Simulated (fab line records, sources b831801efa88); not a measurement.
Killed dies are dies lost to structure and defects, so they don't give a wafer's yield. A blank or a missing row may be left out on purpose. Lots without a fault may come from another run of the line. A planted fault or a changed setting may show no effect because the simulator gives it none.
fab line records | flow gf180mcu
record lots=5 wafers=23
route steps=602 shown V1@352 M2@363 V2@386 M3@413 V3@431
start_h: hours from the record's first day to the start of the lot's first wafer shown | wait_h: hours since the lot's step before | " the same as in the row above | L1.1+2: a row that stands for several wafers | - no value, or no start given | * or withheld: withheld | < > ~ a bound
route shown NAME@n: a module of which the file shows steps, and the number in the route of the first | usual: mean/standard deviation of fault-free wafers | same: alike in all rows | chamber/n: place in a boat | sites: the reading at each site | _std_site: their standard deviation | _edge_site: outer sites' mean less inner sites' | radius_mm: how far each site lies from the wafer's centre | mask NAME#n: copy n | behind: the tool/chamber that last shaped the wafer | hold: why the lot was held/for how many hours/how that ended | device: the transistor (n, p or np) that didn't switch | end of line: the same wafers' tests at the end of the route | a step without rows: its recipe alone | killed: dies lost to structure and defects at the first sort, not the wafer's yield | map: a wafer's dies, x killed, . not, _ none there
set.NAME: the setting as run; set.NAME@STEP: as run at that earlier step | model.NAME: the simulator's own value behind a step, which no gauge read
lots whose settings were changed on purpose; a table a step, a row a wafer
## steps
# step GF_V1_ETCH_17
# recipe chemistry=C4F8/O2/Ar mask_material=KrF target=SiO2 stop_on=TiN source_w=1500 bias_w=1200 pressure_mtorr=40 c4f8_flow_sccm=withheld O2_flow_sccm=6 Ar_flow_sccm=300 time_s=withheld target_depth_a=6300
# columns lot.wafer tool chamber start_h wait_h set.bias_w
L074.2+3 rie_diel-04 1,0 - - 1200
L074.4+5+6 " 3,2,1 " " 1290
L076.1+3+6 rie_diel-04 0,1,1 - - 1200
L077.1+6 rie_diel-01 2 - - 1059
L077.2+4+5 " 1,2,1 " " 1200
L079.2+3+4+5+6 rie_diel-01 3,2,0,3,2 - - 1200
L083.1+3 rie_diel-01 1,2 - - 1200
L083.2+4+5 " 3,0,2 " " 1076
# step GF_V1_STRIP_18
# recipe chemistry=O2/N2 power_w=1400 pressure_mtorr=1500 platen_temp_c=250 o2_flow_sccm=3000 n2_flow_sccm=300 overash_fraction=0.5
# usual oes_product_au=0.593/0.0048
# columns lot.wafer tool chamber start_h wait_h set.resist_thk_nm@V1_COAT_09 oes_product_au
L074.2 plasma_asher-04 0 410.17 - 1000 0.594
L074.3 " 1 " " 1000 0.591
L074.4 " 0 " " 1000 0.592
L074.5 " 0 " " 1000 0.590
L074.6 " 1 " " 1000 0.595
L076.1 plasma_asher-01 0 422.53 - 1000 0.593
L076.3 " 0 " " 1000 0.604
L076.6 " 1 " " 1000 0.589
L077.1 plasma_asher-03 1 440.14 - 1033 0.609
L077.2 " 0 " " 1033 0.613
L077.4 " 0 " " 1000 0.602
L077.5 " 0 " " 1033 0.607
L077.6 " 1 " " 1000 0.601
L079.2 plasma_asher-03 0 455.97 - 1000 0.590
L079.3 " 0 " " 1000 0.594
L079.4 " 1 " " 1000 0.600
L079.5 " 0 " " 1000 0.593
L079.6 " 1 " " 1000 0.596
L083.1 plasma_asher-04 0 493.42 - 941.5 0.563
L083.2 " 1 " " 1000 0.589
L083.3 " 1 " " 1000 0.594
L083.4 " 0 " " 941.5 0.569
L083.5 " 0 " " 1000 0.592
# step GF_V1_CVD_23
# recipe material=W target_thk_nm=350 time_s=105.05 temp_c=400 pressure_torr=40
# columns lot.wafer tool chamber start_h wait_h set.pressure_torr model.W_of_V1_CVD_23.thk_nm
L074.2 cvd_w-02 1 410.85 0.0 40 342.7
L074.3 " 1 " " 40 345.5
L074.4 " 0 " " 40 347.3
L074.5 " 0 " " 40 346.5
L074.6 " 1 " " 40 350.9
L076.1 cvd_w-01 0 423.63 0.0 40 348.9
L076.3 " 1 " " 40 355.4
L076.6 " 0 " " 40 349.2
L077.1 cvd_w-01 1 440.80 0.0 45.83 375.9
L077.2 " 0 " " 45.83 370.3
L077.4 " 0 " " 45.83 369.1
L077.5 " 1 " " 45.83 375.5
L077.6 " 0 " " 45.83 371
L079.2 cvd_w-01 1 456.64 0.1 37.37 343.3
L079.3 " 1 " " 37.37 342.3
L079.4+6 " 1 " " 37.37 341.1
L079.5 " 1 " " 37.37 340.3
L083.1 cvd_w-02 1 494.06 0.0 34.83 323.7
L083.2 " 0 " " 34.83 327.1
L083.3 " 0 " " 34.83 325.4
L083.4 " 1 " " 34.83 319.7
L083.5 " 1 " " 34.83 320.8
# step GF_V1_RS_MEAS_24
# recipe thk_meas_gauge=four-point-probe reads=W_of_V1_CVD_23+TiN_of_V1_SPUTTER_22+Ti_of_V1_SPUTTER_21
# usual V1_W_RS=0.329/0.0042
# columns lot.wafer tool chamber start_h wait_h set.pressure_torr@V1_CVD_23 V1_W_RS[ohm/sq]
L074.2 film_metro-03 - 410.98 0.1 40 0.334
L074.3 " - " " 40 0.332
L074.4 " - " " 40 0.330
L074.5 " - " " 40 0.331
L074.6 " - " " 40 0.326
L076.1 film_metro-01 - 423.74 0.1 40 0.329
L076.3 " - " " 40 0.322
L076.6 " - " " 40 0.328
L077.1 film_metro-01 - 440.91 0.1 45.83 0.305
L077.2 " - " " 45.83 0.310
L077.4 " - " " 45.83 0.310
L077.5 " - " " 45.83 0.306
L077.6 " - " " 45.83 0.309
L079.2 film_metro-03 - 456.85 0.2 37.37 0.333
L079.3 " - " " 37.37 0.334
L079.4 " - " " 37.37 0.336
L079.5 " - " " 37.37 0.337
L079.6 " - " " 37.37 0.336
L083.1 film_metro-03 - 494.17 0.1 34.83 0.354
L083.2 " - " " 34.83 0.349
L083.3 " - " " 34.83 0.352
L083.4 " - " " 34.83 0.358
L083.5 " - " " 34.83 0.356
# step GF_V1_THK_MEAS_25
# recipe thk_meas_gauge=xrf reads=W_of_V1_CVD_23
# usual V1_W_THK=351/5.4
# columns lot.wafer tool chamber start_h wait_h set.pressure_torr@V1_CVD_23 V1_W_THK[nm]
L074.2 film_metro-03 - 411.09 0.1 40 351
L074.3 " - " " 40 353
L074.4 " - " " 40 354
L074.5 " - " " 40 352
L074.6 " - " " 40 359
L076.1 film_metro-01 - 423.86 0.1 40 352
L076.3 " - " " 40 360
L076.6 " - " " 40 352
L077.1 film_metro-01 - 441.03 0.1 45.83 375
L077.2 " - " " 45.83 370
L077.4 " - " " 45.83 370
L077.5 " - " " 45.83 376
L077.6 " - " " 45.83 370
L079.2 film_metro-03 - 456.96 0.1 37.37 348
L079.3 " - " " 37.37 348
L079.4 " - " " 37.37 348
L079.5 " - " " 37.37 347
L079.6 " - " " 37.37 346
L083.1 film_metro-03 - 494.29 0.1 34.83 330
L083.2 " - " " 34.83 331
L083.3 " - " " 34.83 330
L083.4 " - " " 34.83 323
L083.5 " - " " 34.83 325
# step GF_M2_SPUTTER_01
# recipe material=TiN target_thk_nm=30 power_w=6500 time_s=25 chamber_pressure_pa=0.4
# columns lot.wafer tool chamber start_h wait_h set.time_s model.TiN_of_M2_SPUTTER_01.thk_nm
L074.2 pvd_sputter-04 - 411.54 0.1 25 30.57
L074.3 " - " " 25 30.11
L074.4 " - " " 26.94 32.37
L074.5 " - " " 25 30.28
L074.6 " - " " 26.94 32.26
L076.1 pvd_sputter-01 - 424.32 0.1 25 29.79
L076.3 " - " " 25 29.98
L076.6 " - " " 25 30.1
L077.1 pvd_sputter-04 - 441.49 0.1 25 30.31
L077.2 " - " " 25 29.88
L077.4 " - " " 25 29.69
L077.5 " - " " 25 30.23
L077.6 " - " " 25 29.77
L079.2+3 pvd_sputter-01 - 457.41 0.1 25 29.88
L079.4+6 " - " " 25 30.02
L079.5 " - " " 25 29.76
L083.1 pvd_sputter-01 - 494.75 0.1 25 29.81
L083.2+3 " - " " 25 29.94
L083.4 " - " " 22.5 27.05
L083.5 " - " " 22.5 26.93
# step GF_V2_CMP_04
# recipe material=SiO2 down_force_psi=4 platen_rpm=60 pad_velocity_m_s=0.94248
# columns lot.wafer tool chamber start_h wait_h set.leave_above_ref_nm model.SiO2_of_V2_CVD_02.thk_nm
L074.4 cmp-02 3 436.85 0.0 632.5 632.7
L074.2 " 0 " " 619.7 617.6
L074.3 " 2 " " 632.5 632.9
L074.5 " 3 " " 619.7 620.3
L074.6 " 0 " " 619.7 617.9
L076.1 cmp-02 2 450.54 0.1 632.5 633.7
L076.3 " 0 " " 632.5 632.4
L076.6 " 2 " " 632.5 634.7
L077.2 cmp-01 0 467.43 0.0 632.5 632.7
L077.1 " 1 " " 632.5 630.9
L077.4 " 2 " " 646.5 645
L077.5 " 0 " " 646.5 645.8
L077.6 " 1 " " 646.5 645.6
L079.3 cmp-01 1 483.46 0.0 632.5 631.9
L079.2 " 2 " " 589.6 588.8
L079.4 " 0 " " 589.6 590.1
L079.5 " 1 " " 632.5 633.5
L079.6 " 2 " " 632.5 633
L083.1 cmp-01 1 519.48 0.1 645.2 645.3
L083.4 " 2 " " 632.5 632
L083.2 " 3 " " 645.2 645.5
L083.3 " 0 " " 632.5 634.5
L083.5 " 1 " " 645.2 644.8
# step GF_V2_EXPOSE_11
# recipe mask_id=Via2 target_cd_nm=260 na=0.68 source_shape=conventional sigma_outer=0.6 dose_mj=38
# columns lot.wafer tool chamber start_h wait_h mask set.dose_mj
L074.2+3 krf_scanner-02 0 - - Via2#0 40.04
L074.4+5+6 " 0 " " Via2#0 38
L076.1+3+6 krf_scanner-01 0 - - Via2#0 38
L077.1+2+4+5+6 krf_scanner-02 0 - - Via2#0 38
L079.2+3+4+5+6 krf_scanner-01 0 - - Via2#0 38
L083.1+4 krf_scanner-02 0 - - Via2#0 38
L083.2+3+5 " 0 " " Via2#0 36.43
# step GF_V2_PEB_12
# recipe peb_temp_c=135 peb_time_s=90 resist=KrF
# step GF_V2_DEVELOP_13
# recipe develop_time_s=60 resist=KrF dev_temp_c=21
# step GF_V2_CD_MEAS_14
# recipe target_cd_nm=260
# usual cd_nm=260.3/1.2
# columns lot.wafer tool chamber start_h wait_h set.dose_mj@V2_EXPOSE_11 cd_nm
L074.2 cd_sem-02 - 461.41 0.1 40.04 269.4
L074.3 " - " " 40.04 268.8
L074.4 " - " " 38 258.8
L074.5 " - " " 38 259.9
L074.6 " - " " 38 259.9
L076.1 cd_sem-02 - 474.91 0.1 38 261.3
L076.3 " - " " 38 261.2
L076.6 " - " " 38 261.6
L077.1 cd_sem-01 - 491.89 0.1 38 259.2
L077.2 " - " " 38 259.5
L077.4 " - " " 38 258.1
L077.5 " - " " 38 258.7
L077.6 " - " " 38 259.2
L079.2 cd_sem-01 - 507.76 0.1 38 261.1
L079.3 " - " " 38 260.2
L079.4 " - " " 38 260.6
L079.5 " - " " 38 261.0
L079.6 " - " " 38 260.4
L083.1 cd_sem-02 - 543.01 0.1 38 260.7
L083.2 " - " " 36.43 253.5
L083.3 " - " " 36.43 253.2
L083.4 " - " " 38 260.4
L083.5 " - " " 36.43 255.1
# step GF_V2_ETCH_16
# recipe chemistry=N2/H2 target_depth_a=withheld overetch_a=withheld time_s=withheld target=BARC ion_energy_ev=200 source_w=500 bias_w=100 pressure_mtorr=30 n2_flow_sccm=100 h2_flow_sccm=200
# columns lot.wafer tool chamber start_h wait_h set.dose_mj@V2_EXPOSE_11 model.V2.cd_nm
L074.2 rie_diel-02 2 461.54 0.0 40.04 270.2
L074.3 " 0 " " 40.04 268.5
L074.4 " 1 " " 38 259.5
L074.5 " 0 " " 38 260.5
L074.6 " 1 " " 38 260.4
L076.1 rie_diel-01 1 475.06 0.0 38 260.8
L076.3 " 3 " " 38 260.9
L076.6 " 0 " " 38 262.9
L077.1 rie_diel-02 0 492.05 0.0 38 258.5
L077.2 " 1 " " 38 259.3
L077.4 " 2 " " 38 259.8
L077.5 " 1 " " 38 258.4
L077.6 " 2 " " 38 260.5
L079.2 rie_diel-01 2 507.89 0.0 38 261.3
L079.3 " 0 " " 38 261.4
L079.4 " 1 " " 38 260.5
L079.5 " 0 " " 38 261.9
L079.6 " 1 " " 38 260.4
L083.1 rie_diel-03 1 543.16 0.0 38 259.9
L083.2 " 0 " " 36.43 253.8
L083.3 " 2 " " 36.43 253.1
L083.4 " 0 " " 38 260.9
L083.5 " 1 " " 36.43 254.6
# step GF_V2_ETCH_17
# recipe chemistry=C4F8/O2/Ar mask_material=KrF target=SiO2 stop_on=TiN source_w=1500 bias_w=1200 pressure_mtorr=40 c4f8_flow_sccm=withheld O2_flow_sccm=6 Ar_flow_sccm=300 time_s=withheld target_depth_a=6300
# usual oes_product_au=0.856/0.0041
# columns lot.wafer tool chamber start_h wait_h set.leave_above_ref_nm@V2_CMP_04 oes_product_au model.V2.feature_depth_nm
L074.2 rie_diel-02 2 - - 619.7 0.839 617.6
L074.3 " 0 " " 632.5 0.850 632.9
L074.4 " 1 " " 632.5 0.855 632.7
L074.5 " 0 " " 619.7 0.847 620.3
L074.6 " 1 " " 619.7 0.847 617.9
L076.1 rie_diel-01 1 - - 632.5 0.855 633.7
L076.3 " 3 " " 632.5 0.849 632.4
L076.6 " 0 " " 632.5 0.850 634.7
L077.1 rie_diel-02 0 - - 632.5 0.857 630.9
L077.2 " 1 " " 632.5 0.861 632.7
L077.4 " 2 " " 646.5 0.866 645
L077.5 " 1 " " 646.5 0.863 645.8
L077.6 " 2 " " 646.5 0.875 645.6
L079.2 rie_diel-01 2 - - 589.6 0.825 588.8
L079.3 " 0 " " 632.5 0.853 631.9
L079.4 " 1 " " 589.6 0.832 590.1
L079.5 " 0 " " 632.5 0.857 633.5
L079.6 " 1 " " 632.5 0.858 633
L083.1 rie_diel-03 1 - - 645.2 0.867 645.3
L083.2 " 0 " " 645.2 0.864 645.5
L083.3 " 2 " " 632.5 0.859 634.5
L083.4 " 0 " " 632.5 0.854 632
L083.5 " 1 " " 645.2 0.868 644.8
# step GF_M3_SPUTTER_04
# recipe material=TiN target_thk_nm=50 power_w=6500 time_s=41.7 chamber_pressure_pa=0.4
# columns lot.wafer tool chamber start_h wait_h set.power_w model.TiN_of_M3_SPUTTER_04.thk_nm
L074.2 pvd_sputter-04 - 463.08 0.0 6500 50
L074.3 " - " " 6500 50.52
L074.4 " - " " 7273 56.05
L074.5 " - " " 6500 49.66
L074.6 " - " " 7273 55.81
L076.1 pvd_sputter-01 - 476.60 0.0 6500 49.8
L076.3 " - " " 6500 50.07
L076.6 " - " " 6500 49.99
L077.1 pvd_sputter-03 - 493.65 0.0 6500 51.07
L077.2+4 " - " " 6044 46.6
L077.5 " - " " 6500 50.89
L077.6 " - " " 6044 46.23
L079.2 pvd_sputter-03 - 509.44 0.0 6500 50.64
L079.3 " - " " 6500 50.6
L079.4 " - " " 6500 49.84
L079.5 " - " " 6500 50.15
L079.6 " - " " 6500 49.61
L083.1 pvd_sputter-04 - 544.71 0.0 6500 49.67
L083.2 " - " " 6819 52.16
L083.3 " - " " 6819 52.44
L083.4 " - " " 6819 52.09
L083.5 " - " " 6500 49.97
# step GF_V3_CVD_02
# recipe material=SiO2 target_thk_nm=850 precursor=TEOS temp_c=400 time_s=94.851 rf_w=600
# columns lot.wafer tool chamber start_h wait_h set.time_s model.SiO2_of_V3_CVD_02.thk_nm
L074.2 pecvd-03 1 487.71 0.0 94.851 832.8
L074.3 " 0 " " 108.9 984.4
L074.4 " 1 " " 94.851 860.5
L074.5 " 2 " " 94.851 853.1
L074.6 " 0 " " 108.9 976.5
L076.1 pecvd-03 0 501.67 0.1 94.851 834.4
L076.3 " 1 " " 94.851 843.1
L076.6 " 1 " " 94.851 854.2
L077.1 pecvd-03 0 518.10 0.1 94.851 838.8
L077.2 " 2 " " 102.6 907.2
L077.4 " 1 " " 102.6 921.1
L077.5 " 0 " " 94.851 854.4
L077.6 " 2 " " 94.851 868.4
L079.2 pecvd-02 1 533.40 0.0 94.851 831.8
L079.3 " 0 " " 106.8 931.4
L079.4 " 2 " " 94.851 851.2
L079.5 " 0 " " 106.8 938.4
L079.6 " 1 " " 94.851 842.2
L083.1 pecvd-03 1 568.24 0.1 107 942.6
L083.2 " 2 " " 94.851 833.3
L083.3 " 0 " " 107 953.4
L083.4 " 0 " " 94.851 856.6
L083.5 " 1 " " 107 963.7
# step GF_V3_THK_MEAS_03
# recipe reads=SiO2_of_V3_CVD_02
# usual V3_CVD_02_THK=846/11
# columns lot.wafer tool chamber start_h wait_h set.time_s@V3_CVD_02 V3_CVD_02_THK[nm]
L074.2 film_metro-04 - 487.79 0.0 94.851 832
L074.3 " - " " 108.9 984
L074.4 " - " " 94.851 860
L074.5 " - " " 94.851 853
L074.6 " - " " 108.9 976
L076.1 film_metro-01 - 501.74 0.0 94.851 834
L076.3 " - " " 94.851 844
L076.6 " - " " 94.851 854
L077.1 film_metro-03 - 518.17 0.0 94.851 839
L077.2 " - " " 102.6 907
L077.4 " - " " 102.6 921
L077.5 " - " " 94.851 854
L077.6 " - " " 94.851 868
L079.2 film_metro-04 - 533.48 0.0 94.851 832
L079.3 " - " " 106.8 931
L079.4 " - " " 94.851 852
L079.5 " - " " 106.8 939
L079.6 " - " " 94.851 843
L083.1 film_metro-03 - 568.31 0.0 107 943
L083.2 " - " " 94.851 834
L083.3 " - " " 107 953
L083.4 " - " " 94.851 857
L083.5 " - " " 107 964
# step GF_V3_CMP_04
# recipe material=SiO2 down_force_psi=4 platen_rpm=60 pad_velocity_m_s=0.94248
# usual time_to_endpoint_s=81/4.7
# columns lot.wafer tool chamber start_h wait_h set.time_s@V3_CVD_02 time_to_endpoint_s
L074.2 cmp-01 0 487.84 0.0 94.851 76
L074.4 " 2 " " 94.851 77
L074.3 " 3 " " 108.9 129
L074.5 " 0 " " 94.851 86
L074.6 " 1 " " 108.9 123
L076.1 cmp-01 1 501.80 0.1 94.851 76
L076.3 " 0 " " 94.851 81
L076.6 " 2 " " 94.851 78
L077.4 cmp-02 3 518.23 0.0 102.6 113
L077.2 " 0 " " 102.6 101
L077.1 " 2 " " 94.851 84
L077.6 " 3 " " 94.851 95
L077.5 " 0 " " 94.851 79
L079.4 cmp-02 0 533.58 0.1 94.851 81
L079.2 " 1 " " 94.851 76
L079.3 " 2 " " 106.8 115
L079.5 " 3 " " 106.8 117
L079.6 " 0 " " 94.851 73
L083.4 cmp-01 1 568.37 0.0 94.851 87
L083.1 " 2 " " 107 115
L083.3 " 3 " " 107 121
L083.2 " 0 " " 94.851 82
L083.5 " 2 " " 107 121
# step GF_V3_EXPOSE_11
# recipe mask_id=Via3 target_cd_nm=260 na=0.68 source_shape=conventional sigma_outer=0.6 dose_mj=38
# columns lot.wafer tool chamber start_h wait_h mask set.dose_mj
L074.2+3+4+5+6 krf_scanner-01 0 - - Via3#0 38
L076.1+3+6 krf_scanner-02 0 - - Via3#0 38
L077.1+6 krf_scanner-02 0 - - Via3#0 38
L077.2+4+5 " 0 " " Via3#0 40.61
L079.2+3+4+5+6 krf_scanner-01 0 - - Via3#0 38
L083.1+4 krf_scanner-02 0 - - Via3#0 38
L083.2+3+5 " 0 " " Via3#0 39.63
# step GF_V3_PEB_12
# recipe peb_temp_c=135 peb_time_s=90 resist=KrF
# columns lot.wafer tool chamber start_h wait_h set.peb_time_s
L074.2+3+4+5+6 litho_track-03 0 - - 90
L076.1+3+6 litho_track-02 0 - - 90
L077.1+4+5 litho_track-02 0 - - 81.51
L077.2+6 " 0 " " 90
L079.2+3+4 litho_track-01 0 - - 82.09
L079.5+6 " 0 " " 90
L083.1+4+5 litho_track-01 0 - - 90
L083.2+3 " 0 " " 82.91
# step GF_V3_DEVELOP_13
# recipe develop_time_s=60 resist=KrF dev_temp_c=21
# step GF_V3_CD_MEAS_14
# recipe target_cd_nm=260
# usual cd_nm=260.5/1.2
# columns lot.wafer tool chamber start_h wait_h set.dose_mj@V3_EXPOSE_11 cd_nm
L074.2 cd_sem-02 - 512.21 0.1 38 260.7
L074.3 " - " " 38 261.5
L074.4 " - " " 38 260.6
L074.5 " - " " 38 260.7
L074.6 " - " " 38 260.4
L076.1 cd_sem-01 - 524.97 0.1 38 260.9
L076.3 " - " " 38 260.4
L076.6 " - " " 38 259.5
L077.1 cd_sem-01 - 541.27 0.1 38 256.2
L077.2 " - " " 40.61 269.1
L077.4 " - " " 40.61 267.3
L077.5 " - " " 40.61 267.4
L077.6 " - " " 38 258.1
L079.2 cd_sem-01 - 556.36 0.1 38 258.4
L079.3 " - " " 38 258.1
L079.4 " - " " 38 258.9
L079.5 " - " " 38 260.2
L079.6 " - " " 38 260.2
L083.1 cd_sem-01 - 590.69 0.1 38 258.6
L083.2 " - " " 39.63 263.3
L083.3 " - " " 39.63 263.9
L083.4 " - " " 38 258.5
L083.5 " - " " 39.63 264.4
# step GF_V3_ETCH_16
# recipe chemistry=N2/H2 target_depth_a=withheld overetch_a=withheld time_s=withheld target=BARC ion_energy_ev=200 source_w=500 bias_w=100 pressure_mtorr=30 n2_flow_sccm=100 h2_flow_sccm=200
# columns lot.wafer tool chamber start_h wait_h set.dose_mj@V3_EXPOSE_11 model.V3.cd_nm
L074.2 rie_diel-04 3 512.35 0.0 38 261.1
L074.3 " 0 " " 38 261.4
L074.4 " 1 " " 38 261.2
L074.5 " 1 " " 38 261
L074.6 " 0 " " 38 259.8
L076.1 rie_diel-04 0 525.12 0.0 38 260.4
L076.3 " 1 " " 38 260.8
L076.6 " 3 " " 38 260
L077.1 rie_diel-04 0 541.42 0.0 38 255.2
L077.2 " 2 " " 40.61 268.1
L077.4 " 1 " " 40.61 267.7
L077.5 " 2 " " 40.61 266.1
L077.6 " 1 " " 38 258.9
L079.2 rie_diel-03 2 556.49 0.0 38 258.6
L079.3 " 3 " " 38 257
L079.4 " 1 " " 38 258.4
L079.5 " 3 " " 38 259.6
L079.6 " 2 " " 38 261.2
L083.1 rie_diel-03 1 590.84 0.0 38 258.1
L083.2 " 0 " " 39.63 262.6
L083.3+5 " 3,1 " " 39.63 263.9
L083.4 " 3 " " 38 258.2
## key
split step=GF_V1_ETCH_17 setting=bias_w stated=1200 by=wafer
response none clear
split step=GF_V1_CVD_23 setting=pressure_torr stated=40 by=lot
response step=GF_V1_CVD_23 reading=model.W_of_V1_CVD_23.thk_nm change=+1.7 per=1% r=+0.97
response step=GF_V1_RS_MEAS_24 reading=V1_W_RS change=-0.00158 per=1% r=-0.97
response step=GF_V1_THK_MEAS_25 reading=V1_W_THK change=+1.53 per=1% r=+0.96
split step=GF_M2_SPUTTER_01 setting=time_s stated=25 by=wafer
response step=GF_M2_SPUTTER_01 reading=model.TiN_of_M2_SPUTTER_01.thk_nm change=+0.278 per=1% r=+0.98
split step=GF_V2_CMP_04 setting=leave_above_ref_nm stated=632.5 by=wafer
response step=GF_V2_CMP_04 reading=model.SiO2_of_V2_CVD_02.thk_nm change=+6.38 per=1% r=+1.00
response step=GF_V2_ETCH_17 reading=oes_product_au change=+0.00418 per=1% r=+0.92
response step=GF_V2_ETCH_17 reading=model.V2.feature_depth_nm change=+6.38 per=1% r=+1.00
split step=GF_V2_EXPOSE_11 setting=dose_mj stated=38 by=wafer
response step=GF_V2_CD_MEAS_14 reading=cd_nm change=+1.72 per=1% r=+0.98
response step=GF_V2_ETCH_16 reading=model.V2.cd_nm change=+1.67 per=1% r=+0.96
split step=GF_M3_SPUTTER_04 setting=power_w stated=6500 by=wafer
response step=GF_M3_SPUTTER_04 reading=model.TiN_of_M3_SPUTTER_04.thk_nm change=+0.528 per=1% r=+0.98
split step=GF_V3_CVD_02 setting=time_s stated=94.851 by=wafer
response step=GF_V3_CVD_02 reading=model.SiO2_of_V3_CVD_02.thk_nm change=+8.21 per=1% r=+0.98
response step=GF_V3_THK_MEAS_03 reading=V3_CVD_02_THK change=+8.19 per=1% r=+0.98
response step=GF_V3_CMP_04 reading=time_to_endpoint_s change=* per=1% r=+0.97
split step=GF_V3_EXPOSE_11 setting=dose_mj stated=38 by=wafer
response step=GF_V3_CD_MEAS_14 reading=cd_nm change=+1.48 per=1% r=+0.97
response step=GF_V3_ETCH_16 reading=model.V3.cd_nm change=+1.43 per=1% r=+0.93
split step=GF_V3_PEB_12 setting=peb_time_s stated=90 by=wafer
response none clear
split outside_this_file step=GF_V1_COAT_09 setting=resist_thk_nm
# split outside_this_file: this setting was split too, and the file shows its column; the key of that split is in another file
